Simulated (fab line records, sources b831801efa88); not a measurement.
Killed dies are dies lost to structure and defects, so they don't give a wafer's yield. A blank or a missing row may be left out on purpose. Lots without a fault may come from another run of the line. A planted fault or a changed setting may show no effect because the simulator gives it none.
A struck lot beside a sound one | flow gf180mcu | 16 steps out of a route of 602
Sound: wafers L594.2, L594.3, L594.5. Struck: wafers L616.2, L616.4, L616.6. The cause comes at the end.
At each step with rows: each side's tool, then ch and its chambers, then its first start. Under that, the readings that differ: sound wafers | struck wafers | difference of the means | sigmas: that difference in standard deviations of wafers without a fault.
alike: readings whose means differ by less than 2 such deviations, and words and numbers that are the same on both sides. not compared: withheld readings, readings that some wafer has no value for, bounds like >300 that may hide the same value, and numbers for which the record gives no deviation and whose values overlap.
The two part at a step that has a row with sigmas, a row that says differs or no value, or rows on one side only. Numbers that don't overlap but have no deviation are shown without sigmas and don't part them. A reading that every wafer of one side lacks parts them only if that side has two wafers or more.

GF_VT_IMPLANT_OVL_MEAS_29:
  sound on overlay-01, day 6 22:47; struck on overlay-02, day 12 22:59
  alike: VT_IMPLANT_02_OVL
then, 1 step without rows for these wafers: GF_VT_IMPLANT_IMPLANT_30.
GF_VT_IMPLANT_STRIP_31: strips in O2/N2.
  sound on plasma_asher-04 ch 0,1, day 6 22:58; struck on plasma_asher-02 ch 0, day 12 23:10
  alike: drypump_motor_current_A, heater_power_w, oes_product_au, platen_temp_c, strip_time_to_endpoint_s
  not compared: rf_hours_counter_h
GF_VT_IMPLANT_TW_MEAS_32:
  sound on film_metro-02, day 6 23:04; struck on film_metro-01, day 12 23:17
  alike: VT_IMPLANT_3_TW
then, 7 steps without rows for these wafers: GF_VT_IMPLANT_DEHYDRATE_33 (time 60 s); GF_VT_IMPLANT_HMDS_34 (prime time 60 s); GF_VT_IMPLANT_COAT_35 (resist thk 1000 nm); GF_VT_IMPLANT_SOFTBAKE_36 (time 60 s); GF_VT_IMPLANT_EXPOSE_37 (exposes mask Nwell HV AREA, target cd 860 nm); GF_VT_IMPLANT_PEB_38; GF_VT_IMPLANT_DEVELOP_39 (develop time 60 s).
GF_VT_IMPLANT_OVL_MEAS_40:
  sound on overlay-01, day 7 14:59; struck on overlay-02, day 13 19:35
  alike: VT_IMPLANT_03_OVL
GF_VT_IMPLANT_IMPLANT_41:
  sound on implanter-01 ch 0, day 7 15:02; struck on implanter-04, day 13 19:38
  no value came back on the struck wafers for beam_energy_keV, beam_on_s (s); on the sound wafers beam_energy_keV reads 70.017 69.976 70.016
GF_VT_IMPLANT_STRIP_42: strips in O2/N2.
  sound on plasma_asher-01 ch 0,1, day 7 15:10; struck on plasma_asher-04 ch 0,1, day 13 19:46
  reading                      | sound             | struck            | difference | sigmas
  heater_power_w (W)           | 373 319 367       | 245 329 245       | -80        | -2
  strip_time_to_endpoint_s (s) | 12.59 12.55 12.58 | 12.72 12.66 12.66 | +0.11      | +3
  alike: drypump_motor_current_A, oes_product_au, platen_temp_c
  not compared: rf_hours_counter_h
GF_VT_IMPLANT_TW_MEAS_43:
  sound on film_metro-02, day 7 15:17; struck on film_metro-01, day 13 19:52
  reading         | sound       | struck   | difference | sigmas
  VT_IMPLANT_4_TW | 691 687 685 | 30 30 30 | -658       | -99 or more
then, 1 step without rows for these wafers: GF_VT_IMPLANT_CLEAN_44 (cleans in SC1/SC2, time 150 s).

WHERE THEY PART
First at GF_VT_IMPLANT_IMPLANT_41; last, within this record, at GF_VT_IMPLANT_TW_MEAS_43.

WHY: what the simulator had put in
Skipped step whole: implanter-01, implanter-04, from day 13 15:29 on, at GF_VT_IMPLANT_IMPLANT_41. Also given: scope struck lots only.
